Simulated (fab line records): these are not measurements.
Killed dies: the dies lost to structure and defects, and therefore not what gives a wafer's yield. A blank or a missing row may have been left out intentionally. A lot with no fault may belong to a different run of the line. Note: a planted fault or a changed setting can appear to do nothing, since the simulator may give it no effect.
Struck lot and sound lot, side by side    flow sky130    35 out of 708 route steps
Sound: these wafers, L323.1, L323.2, L323.3. Struck: wafers L336.4, L336.5. At the end, the cause is stated.
Each step with rows lists, per side, the tool, then ch with its chambers, then its first start. Under that, the readings that differ: sound wafers    struck wafers    difference of the means    sigmas: that difference in standard deviations of wafers without a fault.
alike: readings whose means differ by less than 2 such deviations, and words and numbers that are the same on both sides. not compared: withheld readings, readings that some wafer has no value for, bounds like >300 that may hide the same value, and numbers for which the record gives no deviation and whose values overlap.
Wherever a step has rows on one side only, a row that says differs or no value, or a row with sigmas, the two part there. When numbers do not overlap yet have no deviation, they are printed without sigmas and do not part them. A reading that every wafer of one side lacks parts them only if that side has two wafers or more.

first, 4 steps without rows for these wafers: SKY_METAL5_SOFTBAKE_10 (time 60 s); SKY_METAL5_EXPOSE_11 (exposes mask MM5, target cd 1600 nm); SKY_METAL5_PEB_12; SKY_METAL5_DEVELOP_13 (develop time 60 s).
SKY_METAL5_DESCUM_14: chemistry O2, time 11 s.
  sound on rie_metal-01 ch 0,1, day 46 10:10; struck on rie_metal-04 ch 0,1, day 49 22:40
reading                sound              struck       difference  sigmas
oes_product_au (a.u.)  1.019 1.021 1.016  0.986 1.007  -0.022      -2
  alike: drypump_motor_current_A
  not compared: rf_hours_counter_h
SKY_METAL5_METAL_ETCH_15: etches the open film in Cl2/BCl3, stops on SiO2, target depth 1260 nm, time 252 s.
  sound on rie_metal-01 ch 0,1, day 46 10:12; struck on rie_metal-04 ch 0,1, day 49 22:46
  alike: drypump_motor_current_A, oes_product_au, throttle_valve_pct
  not compared: rf_hours_counter_h
then, 5 steps without rows for these wafers: SKY_METAL5_STRIP_16 (strips in O2/N2); SKY_METAL5_STRIP_17 (strips in post etch residue remover, time 1200 s); SKY_METAL5_CLEAN_18 (cleans in IPA, time 180 s); SKY_METAL5_CLEAN_19 (cleans in O3/DIW); SKY_PASSIVATION_CVD_00 (deposits SiO2, target thk 90 nm).
SKY_PASSIVATION_THK_MEAS_01:
  sound on film_metro-03, day 46 11:07; struck on film_metro-03, day 49 23:37
reading                      sound           struck     difference  sigmas
PASSIVATION_CVD_00_THK (nm)  87.3 87.0 88.0  91.1 89.0  +2.6        +2
SKY_PASSIVATION_CVD_02: deposits Si3N4, target thk 540 nm.
  sound on pecvd-02 ch 0,1,2, day 46 11:11; struck on pecvd-02 ch 1,2, day 49 23:46
reading                                        sound              struck       difference  sigmas
model.Si3N4_of_PASSIVATION_CVD_02.thk_nm (nm)  526.3 545.6 538.1  557.9 560.3  +22.4       
  alike: heater_power_w
SKY_PASSIVATION_THK_MEAS_03:
  sound on film_metro-03, day 46 11:24; struck on film_metro-03, day 49 23:55
reading                      sound        struck   difference  sigmas
PASSIVATION_CVD_02_THK (nm)  526 546 538  558 560  +22         +3
then, 7 steps without rows for these wafers: SKY_PASSIVATION_DEHYDRATE_04 (time 60 s); SKY_PASSIVATION_HMDS_05 (prime time 60 s); SKY_PASSIVATION_COAT_06 (resist thk 3000 nm); SKY_PASSIVATION_SOFTBAKE_07; SKY_PASSIVATION_EXPOSE_08 (exposes mask NSM, target cd 3000 nm); SKY_PASSIVATION_PEB_09; SKY_PASSIVATION_DEVELOP_10 (develop time 60 s).
SKY_PASSIVATION_ETCH_11: etches the open film in CF4/O2, stops on AlCu, target depth 725 nm, time 161.1 s.
  sound on rie_diel-03 ch 0,1,2, day 47 07:19; struck on rie_diel-01 ch 2,3, day 50 15:58
reading                sound              struck       difference  sigmas
oes_product_au (a.u.)  0.966 0.980 0.981  0.988 0.993  +0.015      +2
  alike: drypump_motor_current_A, throttle_valve_pct
  not compared: rf_hours_counter_h
SKY_PASSIVATION_STRIP_12: strips in O2/N2.
  sound on plasma_asher-02 ch 0,1, day 47 07:26; struck on plasma_asher-03 ch 0,1, day 50 16:06
  alike: drypump_motor_current_A, oes_product_au, strip_time_to_endpoint_s
  not compared: rf_hours_counter_h
then, 8 steps without rows for these wafers: SKY_PAD_OPEN_DEHYDRATE_00 (time 60 s); SKY_PAD_OPEN_HMDS_01 (prime time 60 s); SKY_PAD_OPEN_COAT_02 (resist thk 3000 nm); SKY_PAD_OPEN_SOFTBAKE_03; SKY_PAD_OPEN_EXPOSE_04 (exposes mask PDM, target cd 60000 nm); SKY_PAD_OPEN_PEB_05; SKY_PAD_OPEN_DEVELOP_06 (develop time 60 s); SKY_PAD_OPEN_ETCH_07 (etches the open film in CF4/O2, stops on AlCu, target depth 725 nm, time 161.1 s).
SKY_PAD_OPEN_STRIP_08: strips in O2/N2.
  sound on plasma_asher-01 ch 0,1, day 48 02:58; struck on plasma_asher-01 ch 0,1, day 51 06:25
  alike: drypump_motor_current_A, oes_product_au
  not compared: rf_hours_counter_h
SKY_PAD_OPEN_STRIP_09: strips in post etch residue remover, time 1200 s.
  sound on wet_bench-01 ch 3, day 48 03:04; struck on wet_bench-01 ch 0, day 51 06:29
reading                                        sound              struck       difference  sigmas
model.Si3N4_of_PASSIVATION_CVD_02.thk_nm (nm)  525.9 545.2 537.8  557.5 559.9  +22.4       
then, 1 step without rows for these wafers: SKY_PAD_OPEN_CLEAN_10 (cleans in IPA, time 180 s).
SKY_PAD_OPEN_PROBE_99:
  sound on prober-02, day 48 05:14; struck on prober-01, day 51 08:44
  alike: defect_limited_yield, killed_at_M0_to_M3, killed_at_M4_up, killed_at_contacts, killed_at_front_end, killed_at_other, killed_dies, killed_on_rim, killed_open, killed_short, sort_bin_3_pad_short, sort_bin_5_function, sort_bin_6_memory, sort_n_pass, sort_yield_pct

## WHERE THEY PART
Earliest at SKY_METAL5_DESCUM_14; latest, in this record, at SKY_PASSIVATION_ETCH_11. Later steps at which nothing parts them and some readings are alike: SKY_PASSIVATION_STRIP_12, SKY_PAD_OPEN_STRIP_08, SKY_PAD_OPEN_PROBE_99.

WHY: whatever the simulator had introduced
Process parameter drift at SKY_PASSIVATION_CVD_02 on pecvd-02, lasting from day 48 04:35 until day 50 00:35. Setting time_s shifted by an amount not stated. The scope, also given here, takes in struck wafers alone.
